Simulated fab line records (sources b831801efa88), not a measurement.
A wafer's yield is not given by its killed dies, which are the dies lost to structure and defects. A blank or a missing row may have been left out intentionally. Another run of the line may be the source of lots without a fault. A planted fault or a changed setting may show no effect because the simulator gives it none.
Which tool is to blame?	flow sky130	15 lots (45 wafers sampled), 1 step of a 708-step route

== WHAT THE GAUGES READ, wafer by wafer ==
SKY_VIA1_OVL_MEAS_13.
lot	measured	on	VIA1_OVL (nm)
L757	day 36 07:41	overlay-02	-5 -3 -1
L760	day 36 08:38	overlay-02	4 0 2
L759	day 36 09:47	overlay-02	5 -3 -2
L761	day 36 14:41	overlay-02	-3 3 2
L762	day 38 00:36	overlay-01	-7 -7 -7
L763	day 38 00:57	overlay-01	1 -4 -4
L765	day 38 02:51	overlay-01	3 1 2
L764	day 38 05:32	overlay-01	-1 2 -4
L766	day 38 06:11	overlay-02	3 0 -1
L770	day 39 01:18	overlay-01	4 -1 -1
L771	day 39 09:17	overlay-01	-4 0 -1
L773	day 39 21:31	overlay-01	8 2 4
L772	day 40 01:20	overlay-01	-2 1 7
L774	day 40 02:06	overlay-02	2 3 -4
L776	day 40 17:56	overlay-02	-1 -10 -2

== TOOL THAT RAN EACH LOT (tool first, then ch and the chambers of the sampled wafers, then the start) ==
Before these readings, the record contains no process step.

== WHAT THE TOOLS THEMSELVES READ (means of the sampled wafers that have a number; where no wafer has one, the mark that the record gives instead) ==
The record holds no such reading with a usual standard deviation.

== THE ANSWER, worked out from the rows above alone ==
Rule: the lots themselves supply what counts as usual. The widest of any qualifying gaps counts: lots, ordered by their means at a reading, are off when they make up no more than a third of the lots, leave a main group of 4 or more, and stand apart from it by 3 or more times the standard deviation of that group's means. The tables above print the reading to a certain number of digits; a main group whose means all agree to those digits is not used. Also off: a lot with no number at a reading for which 4 or more lots have one. The other lots that the step has rows for count as sound. Order of review: gauges by route order, followed by the tools' own readings, for which a lot's mean as printed above is used. The first step at which some lot is off is used, and at that step the reading that is off furthest; a lot without a number counts as furthest.
Nothing can be told from this: no lot is off at any reading shown.

== WHAT THE SIMULATOR PUT IN ==
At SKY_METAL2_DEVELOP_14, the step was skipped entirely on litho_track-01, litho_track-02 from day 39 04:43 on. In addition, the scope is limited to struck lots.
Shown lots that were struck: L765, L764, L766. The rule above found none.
